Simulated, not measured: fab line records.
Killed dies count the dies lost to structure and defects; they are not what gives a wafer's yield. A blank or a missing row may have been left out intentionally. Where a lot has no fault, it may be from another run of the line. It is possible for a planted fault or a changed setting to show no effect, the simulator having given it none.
A struck lot beside a sound one | flow gf180mcu | 15 steps out of a route of 602
Sound: wafers L664.1, L664.2, L664.6. Struck: wafers L679.1, L679.6. (L679.3 of the same lot was not struck and is left out.) The cause comes at the end.
Each step with rows lists, per side, the tool, then ch with its chambers, then its first start. Under that, the readings that differ: sound wafers | struck wafers | difference of the means | sigmas: that difference in standard deviations of wafers without a fault.
alike: words and numbers the same on both sides, and readings whose means are apart by under 2 such deviations; not compared: readings that were withheld, readings missing a value for some wafer, numbers with overlapping values and no deviation given by the record, and bounds like >300 which may hide the same value.
Wherever a step has rows on one side only, a row that says differs or no value, or a row with sigmas, the two part there. When numbers do not overlap yet have no deviation, they are printed without sigmas and do not part them. A reading that every wafer of one side lacks parts them only if that side has two wafers or more.

GF_V3_OVL_MEAS_15:
  sound on overlay-02 at day 25 10:02; struck on overlay-01 at day 29 17:22
  alike: V3_OVL
GF_V3_ETCH_16: etches BARC in N2/H2.
  sound on rieDiel-02 ch 0,1, day 25 10:04; struck on rieDiel-04 ch 1,2, day 29 17:25
reading              | sound                | struck        | difference | sigmas
throttleValvePct (%) | 13.216 13.215 13.222 | 13.233 13.236 | +0.017     | +2
  alike: biasW, drypumpMotorCurrentA, n2FlowSccm, oesProductAu
GF_V3_ETCH_17: etches SiO2 in C4F8/O2/Ar, stops on TiN, target depth 635 nm.
  sound on rieDiel-02 ch 0,1; struck on rieDiel-04 ch 1,2
  alike: biasW, oesProductAu
then, 3 steps without rows for these wafers: GF_V3_STRIP_18 (strips in O2/N2); GF_V3_STRIP_19 (strips in post etch residue remover, time 1200 s); GF_V3_CLEAN_20 (cleans in DIW).
GF_V3_SPUTTER_21: material Ti, target thk 15 nm, time 80.02 s.
  sound on pvdSputter-02 at day 25 10:44; struck on pvdSputter-01 at day 29 18:04
  alike: chamberPressurePa, throttleValvePct
then, 1 step without rows for these wafers: GF_V3_SPUTTER_22 (material TiN, target thk 10 nm, time 40 s).
GF_V3_CVD_23: deposits W, target thk 350 nm, time 104.9 s.
  sound on cvdW-02 ch 0,1, day 25 10:50; struck on cvdW-01 ch 0,1, day 29 18:10
  alike: heaterPowerW
GF_V3_RS_MEAS_24: the measuring method here is four-point-probe.
  sound on filmMetro-01 at day 25 10:57; struck on filmMetro-01 at day 29 18:17
  alike: V3_W_RS
GF_V3_THK_MEAS_25: measures by xrf.
  sound on filmMetro-01 at day 25 11:04; struck on filmMetro-01 at day 29 18:24
  alike: V3_W_THK
then, 1 step without rows for these wafers: GF_V3_CMP_26 (polishes, stops on SiO2, t overpolish 15 s, target thk 0 nm).
GF_M4_SPUTTER_00: material Ti, target thk 37.5 nm, time 150 s.
  sound on pvdSputter-01 at day 25 11:26; struck on pvdSputter-01 at day 29 18:46
reading                              | sound             | struck      | difference | sigmas
chamberPressurePa (Pa)               | 1.997 1.998 1.997 | 2.101 2.100 | +0.103     | +27
model.Ti_of_M4_SPUTTER_00.thkNm (nm) | 37.67 37.84 37.9  | 36.27 36.18 | -1.58      | 
  alike: throttleValvePct
GF_M4_SPUTTER_01: material TiN, target thk 30 nm, time 25 s.
  sound on pvdSputter-01 at day 25 11:32; struck on pvdSputter-01 at day 29 18:52
  alike: chamberPressurePa, throttleValvePct
-- the record jumps here: 5 days lie between the struck wafers' starts before and after (it left off in module M4 and takes up again in module PASSIVATION, whose first step shown is number 602 of the route) --
GF_PASSIVATION_PROBE_99:
  record: rows for the struck wafers here (prober-02, day 34 23:15), none for the sound ones

## WHERE THEY PART
Earliest at GF_V3_ETCH_16; latest, in this record, at GF_PASSIVATION_PROBE_99.

WHY: what had been put in by the simulator
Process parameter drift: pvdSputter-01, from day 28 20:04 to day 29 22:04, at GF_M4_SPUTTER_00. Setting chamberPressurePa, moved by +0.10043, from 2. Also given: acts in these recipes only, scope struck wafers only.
